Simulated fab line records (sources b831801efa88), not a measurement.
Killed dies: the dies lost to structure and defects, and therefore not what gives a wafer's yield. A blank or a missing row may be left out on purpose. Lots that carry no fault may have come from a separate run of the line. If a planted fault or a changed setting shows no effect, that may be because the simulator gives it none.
Problem report in the 8D (eight disciplines) form, filled by code || flow gf180mcu || the parts of the form that need people (team, actions taken, sign-off) are left out

1. WHAT IS WRONG
stripTimeToEndpointS at GF_DNWELL_STRIP_08 reads a mean of 36.00 s on 6 wafers of 2 lots; wafers without a fault read 36.97 s with a standard deviation of 0.11. That is -8.8 standard deviations from the usual mean.
The step: strips in O2/N2.
First seen on wafer L549.1, day 4 14:11, on plasmaAsher-04. The record holds 36 wafers of 12 lots with a number at this step. Rule for "out", or "out of limits": more than 4 standard deviations from the usual mean. The rest of the wafers with a number are treated as sound.

2. WHAT IT IS; WHAT IT IS NOT
{"question": "which readings at this step", "is": "stripTimeToEndpointS", "is not": "drypumpMotorCurrentA, heaterPowerW, oesProductAu"}
{"question": "which lots", "is": "L549, L554", "is not": "L542, L543, L550, L555, L556, L559, L560, L562, L563, L564"}
{"question": "which wafers of those lots", "is": "all that have a number", "is not": "-"}
{"question": "read on which tools", "is": "plasmaAsher-02, plasmaAsher-04", "is not": "plasmaAsher-03"}
{"question": "when", "is": "from day 4 14:11", "is not": "up to then (6 sound wafers); but 24 sound wafers of L550, L555, L556, L559, L560, L562, L563, L564 came after"}

3. SUSPECTS, AND WHAT RULES EACH OUT
Counting: a tool at a process step up to the reading stays a suspect if it ran every lot that is out and no sound lot after the first of them.
- lithoTrack-02 at GF_DNWELL_COAT_02 (resist thk 3000 nm): kept. Every lot that is out went through it, starting with L549 (day 4 07:17), and after that it ran no sound lot; the last sound lot it ran before then is L543 (day 3 02:08).
The count leaves lithoTrack-02 at GF_DNWELL_COAT_02.

4. THE CAUSE (what the simulator had put in)
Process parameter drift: lithoTrack-02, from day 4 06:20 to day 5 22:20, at GF_DNWELL_COAT_02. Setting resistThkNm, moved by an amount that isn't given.
This tool alone remained once counting was done.

5. SEQUENCE OF EFFECTS, ordered by route
Each row: a reading whose mean over the struck wafers that have a number lies more than 3 standard deviations from the usual. Only readings for which the record gives a usual standard deviation are gone through. hours: the time from each lot's start at the first step in this table that gives one to its start at this step, as a median over the lots. sigmas: the change in usual standard deviations.
{"hours": 0, "step": "GF_DNWELL_STRIP_08", "reading": "stripTimeToEndpointS", "usual": "36.97 s", "on struck wafers": 36.00, "change": -0.97, "sigmas": -8.8}
The process steps in it:
- GF_DNWELL_STRIP_08: strips in O2/N2.
Later steps that measure or inspect, where all struck wafers having a row at the step show a number for every such reading and not one has moved that far: GF_PSD_CD_MEAS_07.

6. HOW IT WOULD HAVE BEEN CAUGHT EARLIER
8 hours passed between the start of the fault at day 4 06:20 and the first reading out of limits in this record, taken at day 4 14:11.
Lots out: 2; of these, L554 started GF_DNWELL_COAT_02 on lithoTrack-02 after day 4 14:11. A tool hold placed at that time would have kept it from harm.
